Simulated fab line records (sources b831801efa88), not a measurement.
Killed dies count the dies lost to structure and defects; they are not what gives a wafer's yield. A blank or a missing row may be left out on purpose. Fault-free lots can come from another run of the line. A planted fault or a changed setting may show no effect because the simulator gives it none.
Commonality check across tools || flow sky130 || Sampled: 13 lots, 39 wafers

== WHAT PROMPTED THE OPENING ==
Of 13 lots, 1 have the reading VT_ADJUST_LVTN_TW flagged at SKY_VT_ADJUST_LVTN_TW_MEAS_10. Fault-free wafers read 243, with a standard deviation of 3.3.
Rule: flag the lot when none of its wafers has a number, or when each of its wafers that has one lies beyond 4 standard deviations from that mean. The rest of the lots are taken to be sound.

{"lot": "L604", "measured": "day 6 23:45", "on": "film_metro-03", "VT_ADJUST_LVTN_TW, wafer by wafer": "246 246 247", "flag": ""}
{"lot": "L605", "measured": "day 7 06:04", "on": "film_metro-02", "VT_ADJUST_LVTN_TW, wafer by wafer": "240 241 240", "flag": ""}
{"lot": "L606", "measured": "day 7 10:11", "on": "film_metro-04", "VT_ADJUST_LVTN_TW, wafer by wafer": "239 238 240", "flag": ""}
{"lot": "L607", "measured": "day 7 18:17", "on": "film_metro-04", "VT_ADJUST_LVTN_TW, wafer by wafer": "239 239 240", "flag": ""}
{"lot": "L610", "measured": "day 8 11:44", "on": "film_metro-02", "VT_ADJUST_LVTN_TW, wafer by wafer": "242 242 241", "flag": ""}
{"lot": "L611", "measured": "day 8 17:59", "on": "film_metro-03", "VT_ADJUST_LVTN_TW, wafer by wafer": "246 247 245", "flag": ""}
{"lot": "L612", "measured": "day 9 00:32", "on": "film_metro-02", "VT_ADJUST_LVTN_TW, wafer by wafer": "241 242 241", "flag": ""}
{"lot": "L614", "measured": "day 9 12:53", "on": "film_metro-03", "VT_ADJUST_LVTN_TW, wafer by wafer": "246 249 248", "flag": ""}
{"lot": "L619", "measured": "day 11 06:06", "on": "film_metro-04", "VT_ADJUST_LVTN_TW, wafer by wafer": "238 236 239", "flag": ""}
{"lot": "L620", "measured": "day 11 07:16", "on": "film_metro-02", "VT_ADJUST_LVTN_TW, wafer by wafer": "30 30 30", "flag": "FLAGGED"}
{"lot": "L621", "measured": "day 11 13:24", "on": "film_metro-03", "VT_ADJUST_LVTN_TW, wafer by wafer": "249 247 247", "flag": ""}
{"lot": "L625", "measured": "day 12 17:03", "on": "film_metro-03", "VT_ADJUST_LVTN_TW, wafer by wafer": "245 245 246", "flag": ""}
{"lot": "L627", "measured": "day 13 01:30", "on": "film_metro-03", "VT_ADJUST_LVTN_TW, wafer by wafer": "245 246 245", "flag": ""}
The numbers of the flagged lots are 30 on average: -213 against the usual, or -65 standard deviations.

== WHICH TOOL RAN EACH LOT ==
The record holds 2 process steps before the reading, out of a route of 708 steps. Each cell gives the tool, then ch followed by the chambers the sampled wafers passed through, then the start.
{"lot": "L604", "flag": "", "SKY_VT_ADJUST_HVTP_STRIP_10": "plasma_asher-02 ch 0,1, day 6 05:10", "SKY_VT_ADJUST_LVTN_STRIP_09": "plasma_asher-02 ch 0,1, day 6 23:39"}
{"lot": "L605", "flag": "", "SKY_VT_ADJUST_HVTP_STRIP_10": "plasma_asher-02 ch 0,1, day 6 11:02", "SKY_VT_ADJUST_LVTN_STRIP_09": "plasma_asher-01 ch 0,1, day 7 05:59"}
{"lot": "L606", "flag": "", "SKY_VT_ADJUST_HVTP_STRIP_10": "plasma_asher-04 ch 0,1, day 6 14:50", "SKY_VT_ADJUST_LVTN_STRIP_09": "plasma_asher-03 ch 0,1, day 7 10:05"}
{"lot": "L607", "flag": "", "SKY_VT_ADJUST_HVTP_STRIP_10": "plasma_asher-04 ch 0,1, day 6 22:46", "SKY_VT_ADJUST_LVTN_STRIP_09": "plasma_asher-03 ch 0,1, day 7 18:08"}
{"lot": "L610", "flag": "", "SKY_VT_ADJUST_HVTP_STRIP_10": "plasma_asher-01 ch 0,1, day 7 15:38", "SKY_VT_ADJUST_LVTN_STRIP_09": "plasma_asher-03 ch 0,1, day 8 11:38"}
{"lot": "L611", "flag": "", "SKY_VT_ADJUST_HVTP_STRIP_10": "plasma_asher-01 ch 0,1, day 7 22:08", "SKY_VT_ADJUST_LVTN_STRIP_09": "plasma_asher-02 ch 0,1, day 8 17:53"}
{"lot": "L612", "flag": "", "SKY_VT_ADJUST_HVTP_STRIP_10": "plasma_asher-01 ch 0,1, day 8 03:49", "SKY_VT_ADJUST_LVTN_STRIP_09": "plasma_asher-02 ch 0,1, day 9 00:26"}
{"lot": "L614", "flag": "", "SKY_VT_ADJUST_HVTP_STRIP_10": "plasma_asher-04 ch 0,1, day 8 15:55", "SKY_VT_ADJUST_LVTN_STRIP_09": "plasma_asher-02 ch 0,1, day 9 12:47"}
{"lot": "L619", "flag": "", "SKY_VT_ADJUST_HVTP_STRIP_10": "plasma_asher-04 ch 0,1, day 10 07:36", "SKY_VT_ADJUST_LVTN_STRIP_09": "plasma_asher-02 ch 0,1, day 11 06:01"}
{"lot": "L620", "flag": "FLAGGED", "SKY_VT_ADJUST_HVTP_STRIP_10": "plasma_asher-01 ch 0,1, day 10 08:58", "SKY_VT_ADJUST_LVTN_STRIP_09": "plasma_asher-02 ch 0,1, day 11 07:10"}
{"lot": "L621", "flag": "", "SKY_VT_ADJUST_HVTP_STRIP_10": "plasma_asher-02 ch 1, day 10 14:11", "SKY_VT_ADJUST_LVTN_STRIP_09": "plasma_asher-02 ch 0,1, day 11 13:18"}
{"lot": "L625", "flag": "", "SKY_VT_ADJUST_HVTP_STRIP_10": "plasma_asher-04 ch 1, day 11 15:22", "SKY_VT_ADJUST_LVTN_STRIP_09": "plasma_asher-03 ch 0,1, day 12 16:57"}
{"lot": "L627", "flag": "", "SKY_VT_ADJUST_HVTP_STRIP_10": "plasma_asher-04 ch 0,1, day 12 00:53", "SKY_VT_ADJUST_LVTN_STRIP_09": "plasma_asher-01 ch 0,1, day 13 01:25"}
What the steps here do:
- SKY_VT_ADJUST_HVTP_STRIP_10: strips in O2/N2.
- SKY_VT_ADJUST_LVTN_STRIP_09: strips in O2/N2.
- SKY_VT_ADJUST_LVTN_TW_MEAS_10

== FLAGGED AGAINST TOTAL, ONE TOOL AT A TIME (gauges that did the reading follow at the end) ==
{"step": "SKY_VT_ADJUST_HVTP_STRIP_10", "tool": "plasma_asher-01", "lots run": 4, "flagged": 1, "share of the flagged lots": "all", "sound lots run after its first flagged lot": 0}
{"step": "SKY_VT_ADJUST_HVTP_STRIP_10", "tool": "plasma_asher-02", "lots run": 3, "flagged": 0, "share of the flagged lots": "none", "sound lots run after its first flagged lot": "-"}
{"step": "SKY_VT_ADJUST_HVTP_STRIP_10", "tool": "plasma_asher-04", "lots run": 6, "flagged": 0, "share of the flagged lots": "none", "sound lots run after its first flagged lot": "-"}
{"step": "SKY_VT_ADJUST_LVTN_STRIP_09", "tool": "plasma_asher-01", "lots run": 2, "flagged": 0, "share of the flagged lots": "none", "sound lots run after its first flagged lot": "-"}
{"step": "SKY_VT_ADJUST_LVTN_STRIP_09", "tool": "plasma_asher-02", "lots run": 7, "flagged": 1, "share of the flagged lots": "all", "sound lots run after its first flagged lot": "1 (L621)"}
{"step": "SKY_VT_ADJUST_LVTN_STRIP_09", "tool": "plasma_asher-03", "lots run": 4, "flagged": 0, "share of the flagged lots": "none", "sound lots run after its first flagged lot": "-"}
{"step": "SKY_VT_ADJUST_LVTN_TW_MEAS_10", "tool": "film_metro-02", "lots run": 4, "flagged": 1, "share of the flagged lots": "all", "sound lots run after its first flagged lot": 0}
{"step": "SKY_VT_ADJUST_LVTN_TW_MEAS_10", "tool": "film_metro-03", "lots run": 6, "flagged": 0, "share of the flagged lots": "none", "sound lots run after its first flagged lot": "-"}
{"step": "SKY_VT_ADJUST_LVTN_TW_MEAS_10", "tool": "film_metro-04", "lots run": 3, "flagged": 0, "share of the flagged lots": "none", "sound lots run after its first flagged lot": "-"}

== THE TABLE: WHAT IT ALLOWS ==
In the table, 3 rows ran each flagged lot (plasma_asher-01 at SKY_VT_ADJUST_HVTP_STRIP_10; plasma_asher-02 at SKY_VT_ADJUST_LVTN_STRIP_09; film_metro-02 at SKY_VT_ADJUST_LVTN_TW_MEAS_10).
- plasma_asher-01 at SKY_VT_ADJUST_HVTP_STRIP_10 ran 4 lots, 1 of them flagged. A fault beginning between L612 (day 8 03:49), its last sound lot, and L620 (day 10 08:58), its first flagged one, fits the data. Its own readings lie more than 4 standard deviations out on every wafer of the flagged lots: oes_product_au.
- plasma_asher-02 at SKY_VT_ADJUST_LVTN_STRIP_09 ran 7 lots, 1 of them flagged. Lots that were sound ran on it after the first flagged one (L621); a persistent fault on the entire tool would not allow that. Its own readings lie more than 4 standard deviations out on every wafer of the flagged lots: strip_time_to_endpoint_s.
- film_metro-02 at SKY_VT_ADJUST_LVTN_TW_MEAS_10 ran 4 lots, 1 of them flagged. A fault beginning between L612 (day 9 00:32), its last sound lot, and L620 (day 11 07:16), its first flagged one, fits the data.
Because each of these 2 tools fits a fault that began at some hour, counting lots does not separate them. More lots, or a look at what each step does to the wafer, might.

== WHAT THE SIMULATOR PUT IN ==
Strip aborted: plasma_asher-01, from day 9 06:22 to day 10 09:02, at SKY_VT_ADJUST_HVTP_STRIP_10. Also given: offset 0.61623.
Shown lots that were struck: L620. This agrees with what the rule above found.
